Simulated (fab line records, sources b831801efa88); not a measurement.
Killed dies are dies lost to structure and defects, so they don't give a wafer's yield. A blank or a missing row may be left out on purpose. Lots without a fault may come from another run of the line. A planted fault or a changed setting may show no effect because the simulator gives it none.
fab line records | flow sky130
record lots=6 wafers=18 last_day=50
route steps=708 shown VIA1@474 METAL2@483 VIA2@507 PAD_OPEN@708
lots that met no fault: from a run of the same line without faults
start_h: hours from the record's first day to the start of the lot's first wafer shown | wait_h: hours since the lot's step before | " the same as in the row above | L1.1+2: a row that stands for several wafers | - no value, or no start given | * or withheld: withheld | < > ~ a bound
route shown NAME@n: a module of which the file shows steps, and the number in the route of the first | usual: mean/standard deviation of fault-free wafers | same: alike in all rows | chamber/n: place in a boat | sites: the reading at each site | _std_site: their standard deviation | _edge_site: outer sites' mean less inner sites' | radius_mm: how far each site lies from the wafer's centre | mask NAME#n: copy n | behind: the tool/chamber that last shaped the wafer | hold: why the lot was held/for how many hours/how that ended | device: the transistor (n, p or np) that didn't switch | end of line: the same wafers' tests at the end of the route | a step without rows: its recipe alone | killed: dies lost to structure and defects at the first sort, not the wafer's yield | map: a wafer's dies, x killed, . not, _ none there
set.NAME: the setting as run; set.NAME@STEP: as run at that earlier step | model.NAME: the simulator's own value behind a step, which no gauge read
lots at some steps of the route; a table a step, a row a wafer
services: from which hour (start_h, from the record's first day; less than 0 if before it) a tool's chamber was out of use, for how many hours, and why
## steps
# step SKY_VIA1_STRIP_16
# recipe chemistry=O2/N2 power_w=1400 pressure_mtorr=1500 platen_temp_c=withheld o2_flow_sccm=3000 n2_flow_sccm=300 overash_fraction=0.5
# usual drypump_motor_current_A=5.78/0.15 oes_product_au=0.416/0.0047 strip_time_to_endpoint_s=4.463/0.022
# columns lot.wafer tool chamber start_h wait_h drypump_motor_current_A oes_product_au rf_hours_counter_h strip_time_to_endpoint_s
L192.1 plasma_asher-01 1 877.19 0.0 5.77 0.421 13 4.411
L192.2 " 0 " " 5.83 0.413 13 4.467
L192.3 " 0 " " 5.83 0.413 - 4.481
L194.2 plasma_asher-01 1 880.00 0.0 5.77 0.417 13 4.436
L194.3 " 1 " " 5.76 0.415 - 4.489
L194.5 " 1 " " 5.75 0.417 - 4.487
L193.3 plasma_asher-03 1 882.69 0.1 5.57 0.406 - 4.465
L193.4 " 0 " " 6.04 0.424 - 4.456
L193.6 " 0 " " 6.06 0.418 - 4.447
L195.1 plasma_asher-03 0 886.58 0.0 6.03 0.418 73 4.485
L195.2 " 1 " " 5.55 0.411 73 4.455
L195.5 " 0 " " 6.03 0.417 - 4.461
L197.1 plasma_asher-04 1 912.25 0.0 5.77 0.407 47 4.424
L197.4 " 1 " " 5.77 0.412 - 4.463
L197.5 " 0 " " 5.70 0.416 - 4.477
L204.2 plasma_asher-01 1 946.59 0.0 5.78 0.410 20 4.427
L204.3 " 1 " " 5.78 0.410 - 4.429
L204.4 " 0 " " 5.82 0.417 - 4.424
# step SKY_VIA1_STRIP_17
# recipe chemistry=post_etch_residue_remover time_s=1200 temp_c=72.5
# step SKY_VIA1_CLEAN_18
# recipe chemistry=IPA time_s=180 temp_c=25
# step SKY_VIA1_CLEAN_19
# recipe chemistry=O3/DIW dry=n2_spin
# step SKY_VIA1_SPUTTER_20
# recipe material=TiN target_thk_nm=20 chamber_pressure_pa=5 power_w=4000 time_s=80
# step SKY_VIA1_CVD_21
# recipe material=W target_thk_nm=270 time_s=80.902 temp_c=400 pressure_torr=40
# step SKY_VIA1_RS_MEAS_22
# recipe thk_meas_gauge=four-point-probe reads=W_of_VIA1_CVD_21+TiN_of_VIA1_SPUTTER_20
# usual VIA1_W_RS=0.427/0.0051
# columns lot.wafer tool chamber start_h wait_h VIA1_W_RS[ohm/sq]
L192.1 film_metro-03 - 877.94 0.1 0.426
L192.2 " - " " 0.425
L192.3 " - " " 0.420
L194.2 film_metro-03 - 880.77 0.1 0.429
L194.3 " - " " 0.435
L194.5 " - " " 0.433
L193.3 film_metro-02 - 883.44 0.1 0.426
L193.4 " - " " 0.428
L193.6 " - " " 0.426
L195.1 film_metro-02 - 887.33 0.1 0.429
L195.2 " - " " 0.433
L195.5 " - " " 0.427
L197.1 film_metro-02 - 913.00 0.1 0.435
L197.4 " - " " 0.419
L197.5 " - " " 0.425
L204.2 film_metro-02 - 947.39 0.1 0.428
L204.3 " - " " 0.437
L204.4 " - " " 0.434
# step SKY_VIA1_THK_MEAS_23
# recipe thk_meas_gauge=xrf reads=W_of_VIA1_CVD_21
# usual VIA1_W_THK=269/3.4
# columns lot.wafer tool chamber start_h wait_h VIA1_W_THK[nm]
L192.1 film_metro-03 - 878.06 0.1 269
L192.2 " - " " 268
L192.3 " - " " 272
L194.2 film_metro-03 - 880.88 0.1 267
L194.3 " - " " 263
L194.5 " - " " 264
L193.3 film_metro-02 - 883.54 0.1 269
L193.4 " - " " 267
L193.6 " - " " 267
L195.1 film_metro-02 - 887.45 0.1 265
L195.2 " - " " 263
L195.5 " - " " 267
L197.1 film_metro-02 - 913.12 0.1 263
L197.4 " - " " 275
L197.5 " - " " 272
L204.2 film_metro-02 - 947.50 0.1 270
L204.3 " - " " 265
L204.4 " - " " 265
# step SKY_VIA1_CMP_24
# recipe stop_on=SiO2 t_overpolish_s=15 down_force_psi=3.5 platen_rpm=60 target_thk_nm=0 pad_velocity_m_s=0.94248
# step SKY_METAL2_SPUTTER_00
# recipe material=Ti target_thk_nm=15 power_w=3000 time_s=10 chamber_pressure_pa=0.4
# step SKY_METAL2_SPUTTER_01
# recipe material=TiN target_thk_nm=20 power_w=6500 time_s=16.7 chamber_pressure_pa=0.4
# usual throttle_valve_pct=30.4/0.6
# columns lot.wafer tool chamber start_h wait_h throttle_valve_pct
L192.1 pvd_sputter-01 - 878.44 0.0 29.8
L192.2 " - " " 30.4
L192.3 " - " " 29.8
L194.2 pvd_sputter-03 - 881.25 0.0 29.5
L194.3 " - " " 31.1
L194.5 " - " " 31.1
L193.3 pvd_sputter-01 - 883.90 0.0 29.9
L193.4 " - " " 30.5
L193.6 " - " " 29.9
L195.1 pvd_sputter-01 - 887.83 0.0 30.4
L195.2 " - " " 30.7
L195.5 " - " " 29.8
L197.1 pvd_sputter-03 - 913.51 0.0 31.2
L197.4 " - " " 31.3
L197.5 " - " " 31.4
L204.2 pvd_sputter-03 - 947.87 0.0 30.7
L204.3 " - " " 31.5
L204.4 " - " " 29.8
# step SKY_METAL2_SPUTTER_02
# recipe material=AlCu target_thk_nm=250 power_w=10600 time_s=13.3 chamber_pressure_pa=0.4
# usual throttle_valve_pct=30.4/0.57
# columns lot.wafer tool chamber start_h wait_h throttle_valve_pct
L192.1 pvd_sputter-01 - 878.46 0.0 30.2
L192.2 " - " " 30.4
L192.3 " - " " 29.8
L194.2 pvd_sputter-03 - 881.28 0.0 29.9
L194.3 " - " " 31.2
L194.5 " - " " 31.2
L193.3 pvd_sputter-01 - 883.93 0.0 30.1
L193.4 " - " " 30.6
L193.6 " - " " 29.9
L195.1 pvd_sputter-01 - 887.86 0.0 30.4
L195.2 " - " " 30.3
L195.5 " - " " 29.8
L197.1 pvd_sputter-03 - 913.53 0.0 31.3
L197.4 " - " " 31.5
L197.5 " - " " 31.3
L204.2 pvd_sputter-03 - 947.90 0.0 30.7
L204.3 " - " " 31.3
L204.4 " - " " 30.2
# step SKY_METAL2_SPUTTER_03
# recipe material=Ti target_thk_nm=5 power_w=3000 time_s=3.3 chamber_pressure_pa=0.4
# usual throttle_valve_pct=30.4/0.59
# columns lot.wafer tool chamber start_h wait_h throttle_valve_pct
L192.1 pvd_sputter-01 - 878.49 0.0 29.8
L192.2 " - " " 30.4
L192.3 " - " " 29.8
L194.2 pvd_sputter-03 - 881.30 0.0 30.0
L194.3 " - " " 31.3
L194.5 " - " " 31.2
L193.3 pvd_sputter-01 - 883.95 0.0 30.0
L193.4 " - " " 30.6
L193.6 " - " " 30.1
L195.1 pvd_sputter-01 - 887.88 0.0 30.7
L195.2 " - " " 30.7
L195.5 " - " " 30.0
L197.1 pvd_sputter-03 - 913.56 0.0 31.4
L197.4 " - " " 31.6
L197.5 " - " " 31.0
L204.2 pvd_sputter-03 - 947.92 0.0 30.8
L204.3 " - " " 31.2
L204.4 " - " " 29.5
# step SKY_METAL2_SPUTTER_04
# recipe material=TiN target_thk_nm=70 power_w=6500 time_s=59.24 chamber_pressure_pa=0.4
# step SKY_METAL2_RS_MEAS_05
# recipe thk_meas_gauge=four-point-probe reads=TiN_of_METAL2_SPUTTER_04+Ti_of_METAL2_SPUTTER_03+AlCu_of_METAL2_SPUTTER_02+TiN_of_METAL2_SPUTTER_01+Ti_of_METAL2_SPUTTER_00
# usual METAL2_ALCU_RS=0.1264/0.001
# columns lot.wafer tool chamber start_h wait_h METAL2_ALCU_RS[ohm/sq]
L192.1 film_metro-03 - 878.56 0.0 0.1253
L192.2 " - " " 0.1255
L192.3 " - " " 0.1254
L194.2 film_metro-01 - 881.39 0.0 0.1269
L194.3 " - " " 0.1269
L194.5 " - " " 0.1274
L193.3 film_metro-01 - 884.06 0.1 0.1257
L193.4 " - " " 0.1258
L193.6 " - " " 0.1254
L195.1 film_metro-01 - 887.95 0.0 0.1277
L195.2 " - " " 0.1269
L195.5 " - " " 0.1268
L197.1 film_metro-03 - 913.62 0.0 0.1256
L197.4 " - " " 0.1280
L197.5 " - " " 0.1260
L204.2 film_metro-04 - 948.01 0.0 0.1247
L204.3 " - " " 0.1235
L204.4 " - " " 0.1247
# step SKY_METAL2_THK_MEAS_06
# recipe thk_meas_gauge=xrf reads=AlCu_of_METAL2_SPUTTER_02
# usual METAL2_ALCU_THK=252.1/2.3
# columns lot.wafer tool chamber start_h wait_h METAL2_ALCU_THK[nm]
L192.1 film_metro-03 - 878.68 0.1 251.5
L192.2 " - " " 252.3
L192.3 " - " " 253.1
L194.2 film_metro-01 - 881.50 0.1 251.9
L194.3 " - " " 252.2
L194.5 " - " " 254.7
L193.3 film_metro-01 - 884.16 0.1 256.8
L193.4 " - " " 256.0
L193.6 " - " " 255.8
L195.1 film_metro-01 - 888.07 0.1 256.5
L195.2 " - " " 254.6
L195.5 " - " " 255.6
L197.1 film_metro-03 - 913.74 0.1 252.5
L197.4 " - " " 249.0
L197.5 " - " " 252.4
L204.2 film_metro-04 - 948.12 0.1 254.8
L204.3 " - " " 256.9
L204.4 " - " " 254.2
# step SKY_METAL2_DEHYDRATE_07
# recipe temp_c=200 time_s=60
# step SKY_METAL2_HMDS_08
# recipe prime_time_s=60 prime_temp_c=120
# step SKY_METAL2_COAT_09
# recipe resist=BARC temp_c=withheld time_s=withheld spin_rpm=3000 resist_thk_nm=60
# step SKY_METAL2_COAT_10
# recipe resist=KrF-thick spin_rpm=3000 resist_thk_nm=450
# step SKY_METAL2_SOFTBAKE_11
# recipe temp_c=100 time_s=90 resist=KrF-thick
# step SKY_METAL2_EXPOSE_12
# recipe mask_id=MM2 na=0.8 source_shape=annular sigma_inner=0.55 sigma_outer=0.85 target_cd_nm=140 dose_mj=28
# step SKY_METAL2_PEB_13
# recipe peb_temp_c=withheld peb_time_s=withheld resist=KrF-thick
# step SKY_METAL2_DEVELOP_14
# recipe develop_time_s=60 resist=KrF-thick dev_temp_c=21
# step SKY_METAL2_CD_MEAS_15
# recipe target_cd_nm=140
# usual cd_nm=138.8/1.7
# columns lot.wafer tool chamber start_h wait_h cd_nm
L192.1 cd_sem-02 - 904.44 - 138.7
L192.2 " - " " 138.9
L192.3 " - " " 138.6
L194.2 cd_sem-02 - 907.50 - 137.4
L194.3 " - " " 139.0
L194.5 " - " " 140.3
L193.3 cd_sem-01 - 910.07 - 142.5
L193.4 " - " " 140.8
L193.6 " - " " 141.5
L195.1 cd_sem-02 - 913.64 - 136.8
L195.2 " - " " 136.2
L195.5 " - " " 137.0
L197.1 cd_sem-02 - 938.54 - 138.4
L197.4 " - " " 140.5
L197.5 " - " " 140.7
L204.2 cd_sem-01 - 971.76 - 141.8
L204.3 " - " " 140.1
L204.4 " - " " 141.3
# step SKY_METAL2_OVL_MEAS_16
# usual METAL2_OVL=-1/5.6
# columns lot.wafer tool chamber start_h wait_h METAL2_OVL[nm]
L192.1 overlay-02 - 904.56 0.1 4
L192.2 " - " " 5
L192.3 " - " " 4
L194.2 overlay-02 - 907.61 0.1 4
L194.3 " - " " 7
L194.5 " - " " 6
L193.3 overlay-01 - 910.17 0.1 1
L193.4 " - " " 7
L193.6 " - " " 2
L195.1 overlay-02 - 913.76 0.1 -1
L195.2 " - " " 6
L195.5 " - " " -4
L197.1 overlay-01 - 938.66 0.1 4
L197.4 " - " " 13
L197.5 " - " " 8
L204.2 overlay-02 - 971.86 0.1 -2
L204.3 " - " " -1
L204.4 " - " " -7
# step SKY_METAL2_DESCUM_17
# recipe chemistry=O2 source_power_w=150 bias_power_w=0 pressure_mtorr=10 temp_c=40 time_s=8
# usual drypump_motor_current_A=5.5/0.81 oes_product_au=0.999/0.0085
# columns lot.wafer tool chamber start_h wait_h drypump_motor_current_A oes_product_au rf_hours_counter_h
L192.1 rie_metal-03 0 904.59 0.0 6.1 1.006 2
L192.2 " 1 " " 5.2 0.990 5
L192.3 " 0 " " 6.1 1.006 -
L194.2 rie_metal-01 1 907.64 0.0 4.7 1.008 13
L194.3 " 1 " " 4.7 1.006 -
L194.5 " 0 " " 5.0 0.993 -
L193.3 rie_metal-02 0 910.20 0.0 6.7 1.000 -
L193.4 " 1 " " 5.1 0.997 -
L193.6 " 0 " " 6.8 1.005 -
L195.1 rie_metal-03 0 913.79 0.0 6.1 0.997 2
L195.2 " 1 " " 5.2 0.994 5
L195.5 " 1 " " 5.2 0.991 -
L197.1 rie_metal-01 0 938.69 0.0 5.0 1.006 1
L197.4 " 0 " " 5.0 1.001 -
L197.5 " 1 " " 4.7 1.014 -
L204.2 rie_metal-01 0 971.89 0.0 5.0 0.999 3
L204.3 " 0 " " 5.0 0.984 -
L204.4 " 1 " " 4.7 1.013 -
# step SKY_METAL2_ETCH_18
# recipe chemistry=N2/H2 target=BARC ion_energy_ev=200 bias_w=100 pressure_mtorr=30 n2_flow_sccm=100 h2_flow_sccm=200 icp_w=500 stop_on=SiO2 time_s=45.9 target_depth_a=600
# step SKY_METAL2_METAL_ETCH_19
# recipe target_depth_a=3600 stop_on=SiO2 over_etch_frac=0.3 time_s=78 chemistry=Cl2/BCl3 resist_sidewall_deg=88 pressure_mtorr=10 icp_w=900 bias_w=48.5 Cl2_flow_sccm=60 bcl3_flow_sccm=30
# usual drypump_motor_current_A=5.5/0.81 oes_product_au=0.856/0.0054 throttle_valve_pct=22.265/0.0096
# columns lot.wafer tool chamber start_h wait_h drypump_motor_current_A oes_product_au rf_hours_counter_h throttle_valve_pct
L192.1 rie_metal-03 0 904.69 0.0 6.0 0.857 2 22.273
L192.2 " 1 " " 5.1 0.855 5 22.268
L192.3 " 0 " " 6.1 0.856 - 22.270
L194.2 rie_metal-01 1 907.73 0.0 4.7 0.853 13 22.258
L194.3 " 1 " " 4.7 0.853 - 22.279
L194.5 " 0 " " 5.0 0.864 - 22.259
L193.3 rie_metal-02 0 910.31 0.1 6.8 0.865 - 22.262
L193.4 " 1 " " 5.1 0.845 - 22.252
L193.6 " 0 " " 6.8 0.856 - 22.251
L195.1 rie_metal-03 0 913.89 0.0 6.1 0.851 2 22.263
L195.2 " 1 " " 5.2 0.856 6 22.276
L195.5 " 1 " " 5.2 0.851 - 22.278
L197.1 rie_metal-01 0 938.79 0.0 5.0 0.861 1 22.259
L197.4 " 0 " " 5.0 0.839 - 22.274
L197.5 " 1 " " 4.7 0.859 - 22.278
L204.2 rie_metal-01 0 971.99 0.0 5.0 0.857 3 22.273
L204.3 " 0 " " 5.0 0.848 - 22.270
L204.4 " 1 " " 4.7 0.864 - 22.280
# step SKY_METAL2_STRIP_20
# recipe chemistry=O2/N2 power_w=1400 pressure_mtorr=1500 platen_temp_c=withheld o2_flow_sccm=3000 n2_flow_sccm=300 overash_fraction=0.5
# step SKY_METAL2_STRIP_21
# recipe chemistry=post_etch_residue_remover time_s=1200 temp_c=72.5
# step SKY_METAL2_CLEAN_22
# recipe chemistry=IPA time_s=180 temp_c=25
# step SKY_METAL2_CLEAN_23
# recipe chemistry=O3/DIW dry=n2_spin
# step SKY_VIA2_HDPCVD_00
# recipe material=SiO2 target_thk_nm=1180 sigma_open_frac=0.3 time_s=189.7 temp_c=400 sih4_flow_sccm=60 pressure_mtorr=6
# step SKY_VIA2_THK_MEAS_01
# recipe reads=SiO2_of_VIA2_HDPCVD_00
# usual VIA2_HDPCVD_THK=1142/9.5
# columns lot.wafer tool chamber start_h wait_h VIA2_HDPCVD_THK[nm]
L192.1 film_metro-01 - 905.54 0.1 1152
L192.2 " - " " 1140
L192.3 " - " " 1143
L194.2 film_metro-03 - 908.59 0.1 1143
L194.3 " - " " 1151
L194.5 " - " " 1143
L193.3 film_metro-02 - 911.11 0.1 1135
L193.4 " - " " 1138
L193.6 " - " " 1151
L195.1 film_metro-01 - 914.74 0.1 1157
L195.2 " - " " 1142
L195.5 " - " " 1156
L197.1 film_metro-03 - 939.60 0.1 1145
L197.4 " - " " 1139
L197.5 " - " " 1148
L204.2 film_metro-03 - 972.87 0.1 1131
L204.3 " - " " 1144
L204.4 " - " " 1151
# step SKY_VIA2_CMP_02
# recipe material=SiO2 down_force_psi=4 platen_rpm=60 pad_velocity_m_s=0.94248
# step SKY_VIA2_BOW_MEAS_03
# recipe mode=bow
# usual VIA2_BOW=85/7.2
# columns lot.wafer tool chamber start_h wait_h VIA2_BOW[um]
L192.1 film_metro-01 - 905.90 0.2 82
L192.2 " - " " 86
L192.3 " - " " 85
L194.2 film_metro-03 - 908.96 0.2 86
L194.3 " - " " 84
L194.5 " - " " 76
L193.3 film_metro-01 - 911.49 0.2 92
L193.4 " - " " 81
L193.6 " - " " 99
L195.1 film_metro-02 - 915.38 0.2 80
L195.2 " - " " 77
L195.5 " - " " 82
L197.1 film_metro-02 - 939.96 0.2 88
L197.4 " - " " 92
L197.5 " - " " 80
L204.2 film_metro-02 - 973.24 0.2 84
L204.3 " - " " 92
L204.4 " - " " 78
# step SKY_VIA2_DEHYDRATE_04
# recipe temp_c=200 time_s=60
# step SKY_VIA2_HMDS_05
# recipe prime_time_s=60 prime_temp_c=120
# step SKY_VIA2_COAT_06
# recipe resist=BARC temp_c=withheld time_s=withheld spin_rpm=3000 resist_thk_nm=60
# step SKY_VIA2_COAT_07
# recipe resist=KrF-thick spin_rpm=3000 resist_thk_nm=450
# step SKY_VIA2_SOFTBAKE_08
# recipe temp_c=100 time_s=90 resist=KrF-thick
# step SKY_PAD_OPEN_PROBE_99
# usual defect_limited_yield=82.6/1.9 killed_at_M0_to_M3=43/6.9 killed_at_M4_up=3.0/1.8 killed_at_contacts=24/4.8 killed_at_front_end=15/4.5 killed_at_other=0.4/0.67 killed_dies=86/9.2 killed_open=46/6.9 killed_short=39/6 sort_bin_3_pad_short=0.8/0.39 sort_bin_5_function=10.2/1.3 sort_bin_6_memory=6.3/1.2 sort_n_pass=406/9.2 sort_yield_pct=82.6/1.9
# same gross_dies=492 killed_at_back_side=0 sort_bin_4_leakage[%]=0 sort_bin_8_speed[%]=0
# columns lot.wafer tool chamber start_h wait_h defect_limited_yield[%] killed_at_M0_to_M3 killed_at_M4_up killed_at_contacts killed_at_front_end killed_at_other killed_dies killed_open killed_short sort_bin_3_pad_short[%] sort_bin_5_function[%] sort_bin_6_memory[%] sort_n_pass sort_yield_pct[%] model.etest.tester.sort_n_pass model.etest.tester.sort_yield_pct model.etest.tester.sort_bin_5_pct model.etest.tester.sort_bin_3_pct
L192.1 prober-02 - 1142.39 0.1 84.8 32 5 21 17 0 75 42 32 0.8 9.3 5.1 417 84.8 417 84.76 9.35 0.813
L192.2 prober-02 - 1142.44 0.1 84.1 35 4 27 11 1 78 35 43 0.8 10.8 4.3 414 84.1 414 84.15 10.77 0.813
L192.3 prober-02 - 1142.49 0.2 84.6 39 4 25 8 0 76 36 40 1.2 8.5 5.7 416 84.6 416 84.55 8.537 1.22
L194.2 prober-01 - 1144.62 0.1 81.7 45 0 28 17 0 90 50 40 1.0 10.6 6.7 402 81.7 402 81.71 10.57 1.016
L194.3 prober-01 - 1144.67 0.2 82.5 48 4 20 14 0 86 47 38 0.6 10.2 6.7 406 82.5 406 82.52 10.16 0.6098
L194.5 prober-01 - 1144.77 0.2 85.4 38 6 19 9 0 72 34 38 0.8 8.9 4.9 420 85.4 420 85.37 8.943 0.813
L193.3 prober-02 - 1145.99 0.2 79.3 53 7 21 21 0 102 41 39 2.0 12.6 6.1 390 79.3 390 79.27 12.6 2.033
L193.4 prober-02 - 1146.04 0.2 76.0 75 6 27 10 0 118 40 39 4.1 14.2 5.7 374 76.0 374 76.02 14.23 4.065
L193.6 prober-02 - 1146.14 0.2 70.1 101 4 21 21 0 147 44 39 4.7 17.1 8.1 345 70.1 345 70.12 17.07 4.675
L195.1 prober-01 - 1147.47 0.1 77.4 73 2 27 9 0 111 39 32 3.5 13.4 5.7 381 77.4 381 77.44 13.41 3.455
L195.2 prober-01 - 1147.52 0.1 72.6 100 4 19 12 0 135 41 26 4.5 16.7 6.3 357 72.6 357 72.56 16.67 4.472
L195.5 prober-01 - 1147.67 0.2 81.7 60 6 17 7 0 90 36 29 3.0 9.6 5.7 402 81.7 402 81.71 9.553 3.049
L197.1 prober-01 - 1165.77 0.1 81.5 44 2 30 13 2 91 43 46 1.6 10.2 6.7 401 81.5 401 81.5 10.16 1.626
L197.4 prober-01 - 1165.92 0.2 81.9 43 3 27 16 0 89 44 45 0.4 11.8 5.9 403 81.9 403 81.91 11.79 0.4065
L197.5 prober-01 - 1165.97 0.2 82.9 41 3 24 16 0 84 50 34 0.8 10.4 5.9 408 82.9 408 82.93 10.37 0.813
L204.2 prober-01 - 1189.96 0.1 81.5 43 2 31 15 0 91 57 34 0.6 10.6 7.3 401 81.5 401 81.5 10.57 0.6098
L204.3 prober-01 - 1190.01 0.2 83.5 40 2 24 15 0 81 46 35 1.0 9.6 5.9 411 83.5 411 83.54 9.553 1.016
L204.4 prober-01 - 1190.06 0.2 82.9 50 3 20 10 1 84 51 33 0 10.0 7.1 408 82.9 408 82.93 9.959 0
# killed by level:class
L192.1 LI_CONTACT:geometric_particle:open=9 FIELD_ISO:geometric_particle:open=8 VIA1:geometric_particle:open=8 CONTACT:geometric_particle:open=7 POLY_GATE:geometric_particle:short=7 METAL1:geometric_particle:short=5 VIA2:geometric_particle:open=4 METAL4:geometric_particle:short=4
L192.2 LI_CONTACT:geometric_particle:open=9 METAL1:geometric_particle:short=7 VIA1:geometric_particle:open=5 CONTACT:geometric_particle:open=5 CONTACT:geometric_particle:short=5 VIA1:geometric_particle:short=5 POLY_GATE:geometric_particle:short=4 METAL3:geometric_particle:short=4
L192.3 CONTACT:geometric_particle:open=9 LI_CONTACT:geometric_particle:open=8 VIA2:geometric_particle:open=8 VIA1:geometric_particle:open=7 METAL1:geometric_particle:short=6 METAL3:geometric_particle:short=5 FIELD_ISO:geometric_particle:short=4 CONTACT:geometric_particle:short=4
L194.2 CONTACT:geometric_particle:open=10 VIA3:geometric_particle:open=10 METAL2:geometric_particle:short=8 CONTACT:geometric_particle:short=7 METAL1:geometric_particle:short=7 POLY_GATE:geometric_particle:short=6 LI_CONTACT:geometric_particle:open=6 VIA1:geometric_particle:open=6
L194.3 VIA1:geometric_particle:open=9 VIA3:geometric_particle:open=8 LOCAL_INTERCONNECT:geometric_particle:short=6 CONTACT:geometric_particle:open=6 VIA2:geometric_particle:short=6 VIA2:geometric_particle:open=6 LI_CONTACT:geometric_particle:open=5 METAL2:geometric_particle:short=4
L194.5 LI_CONTACT:geometric_particle:open=8 VIA1:geometric_particle:open=8 METAL2:geometric_particle:short=7 VIA3:geometric_particle:open=6 VIA2:geometric_particle:open=4 METAL1:geometric_particle:short=4 VIA1:geometric_particle:short=4 METAL3:geometric_particle:short=4
L193.3 METAL2:unspecified=22 LI_CONTACT:geometric_particle:open=8 CONTACT:geometric_particle:open=7 METAL1:geometric_particle:short=7 METAL4:geometric_particle:short=6 VIA1:geometric_particle:open=5 FIELD_ISO:geometric_particle:short=4 POLY_GATE:geometric_particle:short=4
L193.4 METAL2:unspecified=39 CONTACT:geometric_particle:open=13 VIA1:geometric_particle:open=8 VIA1:geometric_particle:short=8 LI_CONTACT:geometric_particle:open=5 CONTACT:geometric_particle:short=5 METAL2:geometric_particle:short=5 VIA3:geometric_particle:open=4
L193.6 METAL2:unspecified=64 VIA1:geometric_particle:open=13 POLY_GATE:geometric_particle:short=7 FIELD_ISO:geometric_particle:open=6 VIA1:geometric_particle:short=6 LI_CONTACT:geometric_particle:open=5 VIA3:geometric_particle:open=5 LOCAL_INTERCONNECT:geometric_particle:short=4
L195.1 METAL2:unspecified=39 CONTACT:geometric_particle:open=11 VIA1:geometric_particle:open=10 CONTACT:geometric_particle:short=6 LI_CONTACT:geometric_particle:open=5 METAL1:geometric_particle:short=5 VIA1:geometric_particle:short=4 POLY_GATE:geometric_particle:open=3
L195.2 METAL2:unspecified=68 CONTACT:geometric_particle:open=10 VIA3:geometric_particle:open=6 VIA1:geometric_particle:open=6 VIA2:geometric_particle:open=5 SPACER:geometric_particle:open=4 FIELD_ISO:geometric_particle:short=3 LI_CONTACT:geometric_particle:open=3
L195.5 METAL2:unspecified=25 CONTACT:geometric_particle:open=9 VIA1:geometric_particle:open=9 VIA3:geometric_particle:open=8 METAL4:geometric_particle:short=5 LI_CONTACT:geometric_particle:open=4 METAL2:geometric_particle:short=4 VIA3:geometric_particle:short=4
L197.1 LOCAL_INTERCONNECT:geometric_particle:short=8 CONTACT:geometric_particle:open=7 METAL1:geometric_particle:short=7 VIA1:geometric_particle:open=7 VIA2:geometric_particle:open=7 LI_CONTACT:geometric_particle:short=6 LI_CONTACT:geometric_particle:open=5 VIA3:geometric_particle:open=5
L197.4 VIA1:geometric_particle:open=9 CONTACT:geometric_particle:open=9 LI_CONTACT:geometric_particle:open=8 METAL1:geometric_particle:short=6 VIA3:geometric_particle:open=6 LI_CONTACT:geometric_particle:short=5 POLY_GATE:geometric_particle:open=4 VIA1:geometric_particle:short=4
L197.5 LI_CONTACT:geometric_particle:open=8 VIA3:geometric_particle:open=8 VIA1:geometric_particle:open=8 CONTACT:geometric_particle:open=7 FIELD_ISO:geometric_particle:open=6 VIA1:geometric_particle:short=5 METAL2:geometric_particle:short=5 VIA2:geometric_particle:open=5
L204.2 VIA1:geometric_particle:open=16 LI_CONTACT:geometric_particle:open=13 CONTACT:geometric_particle:open=8 FIELD_ISO:geometric_particle:open=6 VIA1:geometric_particle:short=6 METAL1:geometric_particle:short=5 CONTACT:geometric_particle:short=5 VIA2:geometric_particle:open=4
L204.3 VIA1:geometric_particle:open=14 CONTACT:geometric_particle:open=12 FIELD_ISO:geometric_particle:open=6 METAL1:geometric_particle:short=5 METAL2:geometric_particle:short=5 METAL3:geometric_particle:short=5 POLY_GATE:geometric_particle:short=4 LOCAL_INTERCONNECT:geometric_particle:short=4
L204.4 VIA1:geometric_particle:open=16 VIA3:geometric_particle:open=8 CONTACT:geometric_particle:open=8 LI_CONTACT:geometric_particle:open=6 METAL1:geometric_particle:short=5 VIA2:geometric_particle:open=5 FIELD_ISO:geometric_particle:open=4 FIELD_ISO:geometric_particle:short=4
# map L193.6 (x killed, . not)
__________.x........_________
________xx.......x...._______
______x.x......x...x...._____
_____..x.x.x.x......x.x..____
____x.....x.xx............___
___.xx....x.x.xx...........__
__.x.xxxxxx...x...x.......x._
_....x.xxxxxxxx...........x..
_....xxxxxxxxxx.x............
_....xxxxxxxxxxx...........xx
_...xxxxxxxxxxxxx.........x.x
_...x.xxxxxxxxx..x...........
_x......xxxxx.........x..x...
_.x....xxx.xx.........xx...x.
_.x.......x.......x...x.x....
__...x..xx.x...x.........x.._
___x..x....x....x..........__
____xx....x....x...x....x.___
_____x.....x.x...x.x.....____
______.x....x....x...xx._____
________..........x..._______
__________..x...xx.x_________
# map L195.2 (x killed, . not)
__________.........._________
________.x..........x._______
______.............x...._____
_____..x.............x.x.____
____......x.............x.___
___xx..x.x.....x.x...x.....__
__..x..........x.x.........._
_.........x.x.........x..x...
_x.....x............xx...x...
_.........x..................
_x.x......x....x....x........
_.....x....x.x.xxx.......x.xx
_xx.......x..xxxxxxx..x.....x
_x..........xxxxxxxx.........
_x.x..x...xxxxxxxxxxx.x......
__......x...xxxxxxxxx.xx.x.._
___....x...xxxxxxxxxxxx..x.__
____......xxxxxxxxxx......___
_____.......xxxxxxx......____
______.x.....xxxxx.x...x_____
________.....xxx.x...._______
__________x........._________
## services
# columns tool chamber start_h hours kind
plasma_asher-01 - 855.66 4.5 repair
pvd_sputter-01 3 860.29 - consumable_replace:kit
pvd_sputter-01 3 860.29 18.0 scheduled_down
pvd_sputter-01 3 860.29 18.0 vent_cycle
rie_metal-02 1 864.40 - clean
rie_metal-02 1 864.40 17.4 scheduled_down
rie_metal-02 1 864.40 17.4 vent_cycle
rie_metal-01 0 870.00 - clean
rie_metal-01 0 870.00 28.3 scheduled_down
rie_metal-01 0 870.00 28.3 vent_cycle
plasma_asher-01 - 888.58 2.8 pm
pvd_sputter-01 - 895.84 12.0 repair
pvd_sputter-01 - 942.08 3.2 repair
plasma_asher-03 - 955.74 1.0 repair
plasma_asher-03 - 958.38 2.8 pm
## key
first_sign step=SKY_PAD_OPEN_PROBE_99 reading=sort_bin_3_pad_short direction=up sigmas=7 usual=0.8 struck=3.6
effect step=SKY_PAD_OPEN_PROBE_99 reading=killed_at_M0_to_M3 direction=up sigmas=4.9 usual=43 struck=77
model_effect step=SKY_PAD_OPEN_PROBE_99 value=etest.tester.sort_n_pass without=412.8 struck=374.8
met_at SKY_METAL2_SPUTTER_03
struck_wafers L193.3,L193.4,L193.6,L195.1,L195.2,L195.5
onset_between 878.49 883.95
also_fits SKY_VIA1_STRIP_16:plasma_asher-03,SKY_METAL2_SPUTTER_01:pvd_sputter-01,SKY_METAL2_SPUTTER_02:pvd_sputter-01
fault kind=chamber_particle_source tool=pvd_sputter-01 chamber=- onset_h=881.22 steps=SKY_METAL2_SPUTTER_03 rate_per_visit_cm2=1.7257 end_h=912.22
